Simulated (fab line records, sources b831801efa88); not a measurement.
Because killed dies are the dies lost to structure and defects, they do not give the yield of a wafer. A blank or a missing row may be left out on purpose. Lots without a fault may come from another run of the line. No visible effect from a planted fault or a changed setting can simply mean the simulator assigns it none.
fab line records -- flow sky130
record: lots: 14, wafers: 42, lastDay: 50
route steps=708 shown SONOS_ONO@182 POLY_GATE@235 LDD_N@248 LDD_P@263 PAD_OPEN@708
lots untouched by any fault: they come from a run of this same line in which no faults occurred
startH: hours from the record's opening day to when the first of the lot's shown wafers began -- waitH: hours from the lot's prior step to this one -- " the same as in the row above -- L1.1+2: a single row standing in for several wafers -- - no value, or no start was given -- * or withheld: withheld -- < > ~ a bound
route shown NAME@n: names a module that has steps shown in the file, with the first one's number in the route -- usual: average and standard deviation across the fault-free wafers -- same: alike in all rows -- chamber/n: place in a boat -- sites: each site's reading -- _std_site: their standard deviation -- _edge_site: inner sites' mean taken away from outer sites' mean -- radiusMm: how far each site lies from the wafer's centre -- mask NAME#n: copy n -- behind: the most recent tool/chamber to have shaped the wafer -- hold: why the lot was held/for how many hours/how that ended -- device: transistor that didn't switch, given as n, p or np -- end of line: tests run on the same wafers once the route is complete -- step lacking rows: just its recipe -- killed: dies lost to structure and defects at the first sort, not the wafer's yield -- map: shows each die of a wafer: x if killed, . if not, _ if none is there
set.NAME: setting as actually run; set.NAME@STEP: the setting as run at that earlier step -- model.NAME: the simulator's own value behind a step, which no gauge read
one table for each step of the route and one row for each wafer, over a sample of lots
services: the hour from which a tool's chamber was out of use, counted from the record's first day as startH (under 0 if before that day), plus the number of hours and why
== steps ==
step: SKY_SONOS_ONO_OVL_MEAS_14
usual: SONOS_ONO_OVL: 0.2/1.2
lot.wafer,tool,chamber,startH,waitH,SONOS_ONO_OVL[nm]
L553.4,overlay-02,-,292.41,0.1,0.0
L553.5,overlay-02,-,292.41,0.1,-1.4
L553.6,overlay-02,-,292.41,0.1,0.7
L555.3,overlay-02,-,304.85,0.1,0.9
L555.4,overlay-02,-,304.85,0.1,1.0
L555.6,overlay-02,-,304.85,0.1,2.8
L554.3,overlay-01,-,304.91,0.1,0.8
L554.4,overlay-01,-,304.91,0.1,-1.0
L554.5,overlay-01,-,304.91,0.1,-3.1
L556.2,overlay-02,-,316.05,0.1,1.6
L556.3,overlay-02,-,316.05,0.1,-0.8
L556.4,overlay-02,-,316.05,0.1,1.2
L557.1,overlay-02,-,322.01,0.1,-2.3
L557.3,overlay-02,-,322.01,0.1,-1.9
L557.6,overlay-02,-,322.01,0.1,-0.2
L558.3,overlay-02,-,333.02,0.1,-2.4
L558.5,overlay-02,-,333.02,0.1,-0.4
L558.6,overlay-02,-,333.02,0.1,-0.8
L559.2,overlay-01,-,333.32,0.1,-1.6
L559.4,overlay-01,-,333.32,0.1,1.5
L559.6,overlay-01,-,333.32,0.1,-0.5
L562.1,overlay-01,-,353.71,0.1,0.0
L562.2,overlay-01,-,353.71,0.1,-0.1
L562.4,overlay-01,-,353.71,0.1,0.8
L563.3,overlay-02,-,365.17,0.1,0.1
L563.4,overlay-02,-,365.17,0.1,-0.5
L563.5,overlay-02,-,365.17,0.1,0.2
L564.1,overlay-01,-,369.40,0.1,-0.1
L564.3,overlay-01,-,369.40,0.1,0.4
L564.4,overlay-01,-,369.40,0.1,1.2
L571.1,overlay-01,-,434.64,0.1,-0.1
L571.3,overlay-01,-,434.64,0.1,1.3
L571.4,overlay-01,-,434.64,0.1,0.7
L572.1,overlay-01,-,441.44,0.1,-0.4
L572.2,overlay-01,-,441.44,0.1,0.0
L572.4,overlay-01,-,441.44,0.1,-1.0
L574.1,overlay-02,-,458.65,0.1,1.3
L574.2,overlay-02,-,458.65,0.1,1.7
L574.4,overlay-02,-,458.65,0.1,1.1
L575.2,overlay-01,-,469.00,0.1,-0.6
L575.4,overlay-01,-,469.00,0.1,0.3
L575.5,overlay-01,-,469.00,0.1,-2.4
step: SKY_POLY_GATE_THK_MEAS_21
recipe: reads: SiO2_of_POLY_GATE_OXIDATION_20
usual: POLY_GATE_OXIDATION_THK: 3.96/0.098
lot.wafer,tool,chamber,startH,waitH,POLY_GATE_OXIDATION_THK[nm]
L553.4,filmMetro-02,-,389.41,0.0,3.92
L553.5,filmMetro-02,-,389.41,0.0,4.01
L553.6,filmMetro-02,-,389.41,0.0,3.86
L554.3,filmMetro-02,-,400.51,0.0,4.08
L554.4,filmMetro-02,-,400.51,0.0,3.99
L554.5,filmMetro-02,-,400.51,0.0,4.10
L555.3,filmMetro-03,-,400.51,0.0,3.98
L555.4,filmMetro-03,-,400.51,0.0,3.93
L555.6,filmMetro-03,-,400.51,0.0,3.99
L556.2,filmMetro-03,-,409.49,0.0,3.99
L556.3,filmMetro-03,-,409.49,0.0,3.97
L556.4,filmMetro-03,-,409.49,0.0,3.93
L557.1,filmMetro-03,-,419.38,0.0,3.94
L557.3,filmMetro-03,-,419.38,0.0,3.95
L557.6,filmMetro-03,-,419.38,0.0,3.85
L558.3,filmMetro-03,-,429.36,0.0,3.92
L558.5,filmMetro-03,-,429.36,0.0,3.94
L558.6,filmMetro-03,-,429.36,0.0,3.91
L559.2,filmMetro-04,-,432.20,0.0,3.87
L559.4,filmMetro-04,-,432.20,0.0,3.93
L559.6,filmMetro-04,-,432.20,0.0,3.95
L562.1,filmMetro-02,-,454.12,0.0,3.97
L562.2,filmMetro-02,-,454.12,0.0,3.94
L562.4,filmMetro-02,-,454.12,0.0,3.96
L563.3,filmMetro-04,-,465.19,0.0,3.73
L563.4,filmMetro-04,-,465.19,0.0,3.73
L563.5,filmMetro-04,-,465.19,0.0,3.78
L564.1,filmMetro-03,-,471.31,0.0,4.06
L564.3,filmMetro-03,-,471.31,0.0,4.01
L564.4,filmMetro-03,-,471.31,0.0,4.00
L571.1,filmMetro-02,-,533.92,0.0,3.99
L571.3,filmMetro-02,-,533.92,0.0,3.92
L571.4,filmMetro-02,-,533.92,0.0,3.85
L572.1,filmMetro-03,-,545.13,0.0,3.73
L572.2,filmMetro-03,-,545.13,0.0,3.77
L572.4,filmMetro-03,-,545.13,0.0,3.77
L574.1,filmMetro-04,-,560.85,0.0,4.03
L574.2,filmMetro-04,-,560.85,0.0,3.98
L574.4,filmMetro-04,-,560.85,0.0,4.09
L575.2,filmMetro-03,-,569.17,0.0,4.01
L575.4,filmMetro-03,-,569.17,0.0,4.05
L575.5,filmMetro-03,-,569.17,0.0,3.98
step: SKY_LDD_N_IMPLANT_11
recipe: species: As, energyKev: 20, doseCm2: 7.5e+13, tiltDeg: withheld, rotationDeg: 293
usual: doseIonsCm2: 7.501e+13/8.6e+10, faradayCurrentUA: 424/8.7
lot.wafer,tool,chamber,startH,waitH,doseIonsCm2,faradayCurrentUA
L553.4,implanter-04,0,420.33,0.1,7.492e+13,437
L553.5,implanter-04,0,420.33,0.1,7.49e+13,435
L553.6,implanter-04,0,420.33,0.1,7.501e+13,434
L554.3,implanter-03,0,431.56,0.1,7.496e+13,427
L554.4,implanter-03,0,431.56,0.1,7.517e+13,421
L554.5,implanter-03,0,431.56,0.1,7.503e+13,416
L555.3,implanter-04,0,432.23,0.1,7.48e+13,420
L555.4,implanter-04,0,432.23,0.1,7.499e+13,412
L555.6,implanter-04,0,432.23,0.1,7.497e+13,407
L556.2,implanter-04,0,440.63,0.1,7.503e+13,422
L556.3,implanter-04,0,440.63,0.1,7.502e+13,403
L556.4,implanter-04,0,440.63,0.1,7.504e+13,440
L557.1,implanter-03,0,450.73,0.1,7.504e+13,441
L557.3,implanter-03,0,450.73,0.1,7.511e+13,431
L557.6,implanter-03,0,450.73,0.1,7.497e+13,430
L558.3,implanter-04,0,461.11,0.1,7.513e+13,420
L558.5,implanter-04,0,461.11,0.1,7.507e+13,421
L558.6,implanter-04,0,461.11,0.1,7.496e+13,430
L559.2,implanter-04,0,463.24,0.1,7.5e+13,410
L559.4,implanter-04,0,463.24,0.1,7.496e+13,418
L559.6,implanter-04,0,463.24,0.1,7.49e+13,419
L562.1,implanter-04,0,485.63,0.1,6.18e+13,349
L562.2,implanter-04,0,485.63,0.1,6.187e+13,350
L562.4,implanter-04,0,485.63,0.1,6.178e+13,350
L563.3,implanter-04,0,497.01,0.1,6.178e+13,343
L563.4,implanter-04,0,497.01,0.1,6.193e+13,346
L563.5,implanter-04,0,497.01,0.1,6.188e+13,357
L564.1,implanter-03,0,502.53,0.1,7.502e+13,428
L564.3,implanter-03,0,502.53,0.1,7.511e+13,424
L564.4,implanter-03,0,502.53,0.1,7.493e+13,413
L571.1,implanter-03,0,564.86,0.1,7.503e+13,444
L571.3,implanter-03,0,564.86,0.1,7.485e+13,422
L571.4,implanter-03,0,564.86,0.1,7.494e+13,425
L572.1,implanter-04,0,575.85,0.1,7.497e+13,422
L572.2,implanter-04,0,575.85,0.1,7.494e+13,415
L572.4,implanter-04,0,575.85,0.1,7.507e+13,420
L574.1,implanter-02,0,590.33,0.1,7.494e+13,424
L574.2,implanter-02,0,590.33,0.1,7.514e+13,443
L574.4,implanter-02,0,590.33,0.1,7.511e+13,435
L575.2,implanter-03,0,598.68,0.1,7.506e+13,422
L575.4,implanter-03,0,598.68,0.1,7.501e+13,426
L575.5,implanter-03,0,598.68,0.1,7.496e+13,425
step: SKY_LDD_P_OVL_MEAS_08
usual: LDD_P_OVL: -0.8/1.7
lot.wafer,tool,chamber,startH,waitH,LDD_P_OVL[nm]
L553.4,overlay-02,-,452.01,0.1,1.3
L553.5,overlay-02,-,452.01,0.1,0.7
L553.6,overlay-02,-,452.01,0.1,-0.1
L554.3,overlay-01,-,463.12,0.1,-1.5
L554.4,overlay-01,-,463.12,0.1,-1.4
L554.5,overlay-01,-,463.12,0.1,-3.7
L555.3,overlay-02,-,464.22,0.1,0.5
L555.4,overlay-02,-,464.22,0.1,0.3
L555.6,overlay-02,-,464.22,0.1,2.2
L556.2,overlay-01,-,472.17,0.1,0.3
L556.3,overlay-01,-,472.17,0.1,-0.2
L556.4,overlay-01,-,472.17,0.1,-0.4
L557.1,overlay-02,-,482.16,0.1,1.2
L557.3,overlay-02,-,482.16,0.1,1.0
L557.6,overlay-02,-,482.16,0.1,0.3
L558.3,overlay-02,-,492.25,0.1,3.1
L558.5,overlay-02,-,492.25,0.1,-0.1
L558.6,overlay-02,-,492.25,0.1,0.5
L559.2,overlay-02,-,494.67,0.1,-3.0
L559.4,overlay-02,-,494.67,0.1,-3.6
L559.6,overlay-02,-,494.67,0.1,-2.9
L562.1,overlay-01,-,516.86,0.1,0.8
L562.2,overlay-01,-,516.86,0.1,0.4
L562.4,overlay-01,-,516.86,0.1,-1.0
L563.3,overlay-01,-,528.80,0.1,-1.6
L563.4,overlay-01,-,528.80,0.1,-1.7
L563.5,overlay-01,-,528.80,0.1,-0.5
L564.1,overlay-02,-,533.76,0.1,-1.3
L564.3,overlay-02,-,533.76,0.1,0.4
L564.4,overlay-02,-,533.76,0.1,-1.2
L571.1,overlay-02,-,595.46,0.1,1.4
L571.3,overlay-02,-,595.46,0.1,1.0
L571.4,overlay-02,-,595.46,0.1,1.4
L572.1,overlay-01,-,605.79,0.1,-0.6
L572.2,overlay-01,-,605.79,0.1,-1.6
L572.4,overlay-01,-,605.79,0.1,-2.2
L574.1,overlay-02,-,620.21,0.1,-1.1
L574.2,overlay-02,-,620.21,0.1,-2.7
L574.4,overlay-02,-,620.21,0.1,-2.7
L575.2,overlay-02,-,628.39,0.1,-2.5
L575.4,overlay-02,-,628.39,0.1,-3.2
L575.5,overlay-02,-,628.39,0.1,-1.9
step: SKY_PAD_OPEN_PROBE_99
usual: killed_at_M0_to_M3: 43/6.5, killed_at_M4_up: 3.2/1.8, killedAtContacts: 26/5.2, killedAtFrontEnd: 16/4.8, killedAtOther: 0.3/0.6, killedDies: 89/9.6, killedOpen: 48/7.1, killedShort: 40/6.4
same: grossDies: 492, killedAtBackSide: 0
lot.wafer,tool,chamber,startH,waitH,killed_at_M0_to_M3,killed_at_M4_up,killedAtContacts,killedAtFrontEnd,killedAtOther,killedDies,killedOpen,killedShort
L562.2,prober-01,-,1134.49,0.1,33,0,33,17,1,84,50,34
L563.3,prober-02,-,1139.01,0.2,46,7,21,16,0,90,42,48
L563.4,prober-02,-,1139.06,0.2,43,6,24,26,0,99,51,45
L563.5,prober-02,-,1139.11,0.2,38,6,29,24,0,97,54,43
L572.1,prober-01,-,1182.96,0.1,52,3,22,12,1,90,51,39
L572.2,prober-01,-,1183.01,0.1,55,1,32,17,0,105,53,52
L572.4,prober-01,-,1183.11,0.2,52,3,24,15,0,94,57,37
killed by level:class
L562.2 CONTACT:geometricParticle:open=9 LI_CONTACT:geometricParticle:open=8 LI_CONTACT:geometricParticle:short=8 VIA1:geometricParticle:open=8 VIA2:geometricParticle:open=8 CONTACT:geometricParticle:short=7 VIA3:geometricParticle:open=5 FIELD_ISO:geometricParticle:open=4
L563.3 LI_CONTACT:geometricParticle:open=10 VIA1:geometricParticle:open=8 VIA1:geometricParticle:short=7 VIA3:geometricParticle:short=6 METAL4:geometricParticle:short=6 METAL1:geometricParticle:short=6 CONTACT:geometricParticle:open=5 VIA3:geometricParticle:open=5
L563.4 VIA1:geometricParticle:open=12 CONTACT:geometricParticle:open=9 METAL2:geometricParticle:short=9 VIA2:geometricParticle:open=8 POLY_GATE:geometricParticle:short=6 LI_CONTACT:geometricParticle:open=6 POLY_GATE:geometricParticle:open=5 VIA1:geometricParticle:short=5
L563.5 CONTACT:geometricParticle:open=12 VIA1:geometricParticle:open=10 FIELD_ISO:geometricParticle:short=7 FIELD_ISO:geometricParticle:open=6 CONTACT:geometricParticle:short=6 VIA1:geometricParticle:short=6 LOCAL_INTERCONNECT:geometricParticle:short=5 POLY_GATE:geometricParticle:open=5
L572.1 VIA1:geometricParticle:open=14 LI_CONTACT:geometricParticle:open=9 VIA2:geometricParticle:open=8 METAL1:geometricParticle:short=8 CONTACT:geometricParticle:open=7 VIA3:geometricParticle:open=7 FIELD_ISO:geometricParticle:short=6 LOCAL_INTERCONNECT:geometricParticle:short=5
L572.2 CONTACT:geometricParticle:open=14 VIA3:geometricParticle:open=12 METAL1:geometricParticle:short=10 LI_CONTACT:geometricParticle:open=7 METAL3:geometricParticle:short=6 FIELD_ISO:geometricParticle:short=5 VIA1:geometricParticle:open=5 LOCAL_INTERCONNECT:geometricParticle:short=5
L572.4 VIA3:geometricParticle:open=13 VIA1:geometricParticle:open=12 CONTACT:geometricParticle:open=8 VIA2:geometricParticle:open=7 LI_CONTACT:geometricParticle:open=6 LOCAL_INTERCONNECT:geometricParticle:short=6 METAL1:geometricParticle:short=6 FIELD_ISO:geometricParticle:open=5
== services ==
tool,chamber,startH,hours,kind
implanter-02,-,410.23,108.1,pm
implanter-03,-,417.24,4.7,pm
implanter-04,-,498.40,3.6,pm
implanter-02,-,518.29,2.3,pm
implanter-02,-,525.32,2.0,repair
implanter-04,-,536.65,9.3,repair
implanter-02,-,550.36,1.5,repair
implanter-02,-,581.85,2.2,repair
implanter-02,-,586.64,0.6,repair
== key ==
firstSign: step: SKY_LDD_N_IMPLANT_11, reading: doseIonsCm2, direction: down, sigmas: 99+, usual: *, struck: *
effect: step: SKY_LDD_N_IMPLANT_11, reading: faradayCurrentUA, direction: down, sigmas: 8.5, usual: 424, struck: 349
metAt SKY_LDD_N_IMPLANT_11
struckLots L562,L563
testerLeftOut L562,L563
notActingAt SKY_SONOS_ONO_OVL_MEAS_14,SKY_POLY_GATE_THK_MEAS_21,SKY_LDD_P_OVL_MEAS_08
onsetBetween 463.24 485.63
fault: kind: processParameterDrift, tool: implanter-04, chamber: -, onsetH: 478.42, steps: SKY_LDD_N_IMPLANT_11, channel: doseCm2, offset: *, shape: step, endH: 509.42, actsIn: *, stated: *
testerLeftOut: of these lots the tester's yield and bins aren't shown, on N5 and GAA mostly nor the transistor test; their killed dies are dies lost to structure and defects alone, not to doping, threshold or leakage, so they don't give the yield
